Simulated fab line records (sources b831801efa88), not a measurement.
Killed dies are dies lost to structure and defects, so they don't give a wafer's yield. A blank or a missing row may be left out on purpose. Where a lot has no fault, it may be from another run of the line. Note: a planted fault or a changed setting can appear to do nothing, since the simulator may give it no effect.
8D (eight disciplines) problem report, filled in by code | flow sky130 | the parts of the form that need people (team, actions taken, sign-off) are left out

1. THE PROBLEM
On 3 wafers of 1 lot, sort_bin_3_pad_short at SKY_PAD_OPEN_PROBE_99 has a mean of 3.4 %; fault-free wafers read 0.9 %, standard deviation 0.42. That is +6.0 standard deviations from the usual mean.
First observed at day 47 07:33: wafer L656.1, on prober-02. At this step, 36 wafers from 12 lots have a number in the record. The rule behind "out" and "out of limits": a value lying over 4 standard deviations away from the usual mean. All remaining wafers that have a number are taken as sound.

2. WHAT IT IS; WHAT IT IS NOT
question                    | is                                                                                                                            | is not
which readings at this step | sort_bin_3_pad_short, defect-limited-yield, killed_at_M0_to_M3, killed-dies, sort_bin_5_function, sort-n-pass, sort-yield-pct | killed_at_M4_up, killed-at-contacts, killed-at-other, killed-open, killed-short, sort_bin_6_memory
which lots                  | L656                                                                                                                          | L650, L651, L652, L653, L654, L657, L665, L666, L668, L671, L673
which wafers of those lots  | all that have a number                                                                                                        | -
read on which tools         | prober-02                                                                                                                     | prober-01
when                        | from day 47 07:33                                                                                                             | up to then (15 sound wafers); but 18 sound wafers of L657, L665, L666, L668, L671, L673 came after

3. THE SUSPECTS, EACH WITH WHAT RULES IT OUT
Counting: a tool at a process step up to the reading stays a suspect if it ran every lot that is out and no sound lot after the first of them.
- wet-bench-03 at SKY_METAL3_CLEAN_21 (cleans in IPA, time 180 s): ruled out as a lasting fault. Sound lots L668, L671 ran on it after its first lot that is out, L656 (day 40 11:25).
- pvd-sputter-01 at SKY_METAL5_SPUTTER_03 (material Ti, target thk 5 nm, time 3.3 s): ruled out as a lasting fault. Sound lots L666 ran on it after its first lot that is out, L656 (day 44 14:33).
- rie-metal-01 at SKY_METAL5_METAL_ETCH_15 (etches the open film in Cl2/BCl3, stops on SiO2, target depth 1260 nm, time 252 s): ruled out as a lasting fault. Sound lots L668 ran on it after its first lot that is out, L656 (day 45 12:08).
- plasma-asher-04 at SKY_PASSIVATION_STRIP_12 (strips in O2/N2): ruled out as a lasting fault. Sound lots L665, L666, L668, L671, L673 ran on it after its first lot that is out, L656 (day 46 10:10).
- prober-02 at SKY_PAD_OPEN_PROBE_99: ruled out as a lasting fault. Sound lots L657, L665, L671, L673 ran on it after its first lot that is out, L656 (day 47 07:33).
Left after counting: nothing in the record.

4. THE CAUSE (what the simulator had put in)
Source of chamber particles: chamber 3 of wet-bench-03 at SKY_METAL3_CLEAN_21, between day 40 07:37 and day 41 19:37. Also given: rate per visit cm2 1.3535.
It was ruled out by counting, in error; the rule expects a fault to strike all lots run on its tool from its start on, and this fault did not.

5. SEQUENCE OF EFFECTS, ordered by route
Rows list readings where the struck wafers' mean (over those with a number) sits beyond 3 standard deviations from the usual. Readings are gone through only where the record gives a usual standard deviation; hours: the median, over the lots, of the time from a lot's start at the first step in this table giving one to that lot's start at this step; sigmas: the change measured in usual standard deviations.
hours | step                  | reading              | usual  | on struck wafers | change | sigmas
0     | SKY_PAD_OPEN_PROBE_99 | defect-limited-yield | 82.4 % | 71.2             | -11.2  | -5.9
0     | SKY_PAD_OPEN_PROBE_99 | killed_at_M0_to_M3   | 43     | 95               | +52    | +8.1
0     | SKY_PAD_OPEN_PROBE_99 | killed-dies          | 87     | 142              | +55    | +5.9
0     | SKY_PAD_OPEN_PROBE_99 | sort_bin_3_pad_short | 0.9 %  | 3.4              | +2.5   | +6.0
0     | SKY_PAD_OPEN_PROBE_99 | sort_bin_5_function  | 10.5 % | 18.6             | +8.1   | +5.8
0     | SKY_PAD_OPEN_PROBE_99 | sort-n-pass          | 405    | 350              | -55    | -5.9
0     | SKY_PAD_OPEN_PROBE_99 | sort-yield-pct       | 82.4 % | 71.2             | -11.2  | -5.9
Here are the process steps it includes:
- SKY_PAD_OPEN_PROBE_99

6. WHAT WOULD HAVE CAUGHT IT SOONER
In this record no reading fell out of limits until day 47 07:33, 168 hours after the fault had begun at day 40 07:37.
